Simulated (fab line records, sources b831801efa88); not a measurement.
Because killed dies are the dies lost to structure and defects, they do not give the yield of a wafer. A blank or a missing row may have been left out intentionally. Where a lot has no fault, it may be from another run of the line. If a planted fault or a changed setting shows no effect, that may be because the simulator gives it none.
8D (eight disciplines) problem report, filled in by code :: flow sky130 :: the parts of the form that need people (team, actions taken, sign-off) are left out

== 1. PROBLEM STATEMENT ==
At SKY_GATE_OXIDE_OXIDATION_16, zone power centre pct averages 8.24 % over 6 wafers from 2 lots, while fault-free wafers read 14.18 %, standard deviation 0.14. That puts it -42 standard deviations away from the usual mean.
The step: stabilise 600 s, purge 300 s, target thk 3.57 nm.
First seen on wafer L776.3, day 16 19:17, on furnace-01. The record holds 18 wafers of 6 lots with a number at this step. Rule for "out" (also "out of limits"): further than 4 standard deviations from the usual mean. The rest of the wafers with a number are treated as sound.

== 2. WHAT IT IS, WHAT IT ISN'T ==
question: which readings at this step
is: zone power centre pct, spike tc bottom C, spike tc centre C, spike tc lower C, zone power bottom pct, zone power lower pct
is not: spike tc upper C, tube_center_temp_C_max

question: which lots
is: L775, L776
is not: L767, L769, L788, L789

question: which wafers of those lots
is: all that have a number
is not: -

question: read on which tools
is: furnace-01
is not: furnace-02

question: when
is: from day 16 19:17
is not: up to then (6 sound wafers); but 6 sound wafers of L788, L789 came after

== 3. SUSPECTS, AND WHAT RULES EACH OUT ==
Counting: a tool at a process step up to the reading stays a suspect if it ran every lot that is out and no sound lot after the first of them.
- furnace-01 at SKY_GATE_OXIDE_OXIDATION_16 (stabilise 600 s, purge 300 s, target thk 3.57 nm): ruled out as a lasting fault. Following L776 (day 16 19:17), the first lot on it that is out, the sound lots L788 were run on it.
Left after counting: nothing in the record.

== 4. THE CAUSE (what the simulator had put in) ==
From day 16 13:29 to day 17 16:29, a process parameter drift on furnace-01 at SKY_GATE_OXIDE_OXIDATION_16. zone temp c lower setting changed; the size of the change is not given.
Counting ruled it out, wrongly.

== 5. THE EFFECT CHAIN, in route order ==
One row per reading whose mean, taken over the struck wafers that have a number, lies over 3 standard deviations from the usual. Readings are gone through only where the record gives a usual standard deviation; hours: the median, over the lots, of the time from a lot's start at the first step in this table giving one to that lot's start at this step; sigmas: the change measured in usual standard deviations.
hours: 0
step: SKY_GATE_OXIDE_OXIDATION_16
reading: spike tc bottom C
usual: 820.3 C
on struck wafers: 813.1
change: -7.2
sigmas: -7.7

hours: 0
step: SKY_GATE_OXIDE_OXIDATION_16
reading: spike tc centre C
usual: 800.2 C
on struck wafers: 794.6
change: -5.6
sigmas: -5.6

hours: 0
step: SKY_GATE_OXIDE_OXIDATION_16
reading: spike tc lower C
usual: 801.9 C
on struck wafers: 846.5
change: +44.6
sigmas: +23

hours: 0
step: SKY_GATE_OXIDE_OXIDATION_16
reading: zone power bottom pct
usual: 21.1 %
on struck wafers: 16.3
change: -4.8
sigmas: -10

hours: 0
step: SKY_GATE_OXIDE_OXIDATION_16
reading: zone power centre pct
usual: 14.18 %
on struck wafers: 8.24
change: -5.94
sigmas: -42

hours: 0
step: SKY_GATE_OXIDE_OXIDATION_16
reading: zone power lower pct
usual: 14.4 %
on struck wafers: 27.5
change: +13.1
sigmas: +38
It contains these process steps:
- SKY_GATE_OXIDE_OXIDATION_16: stabilise 600 s, purge 300 s, target thk 3.57 nm.

== 6. HOW IT WOULD HAVE BEEN CAUGHT EARLIER ==
The fault began at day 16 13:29; the first out-of-limits reading in this record came at day 16 19:17, 6 hours later.
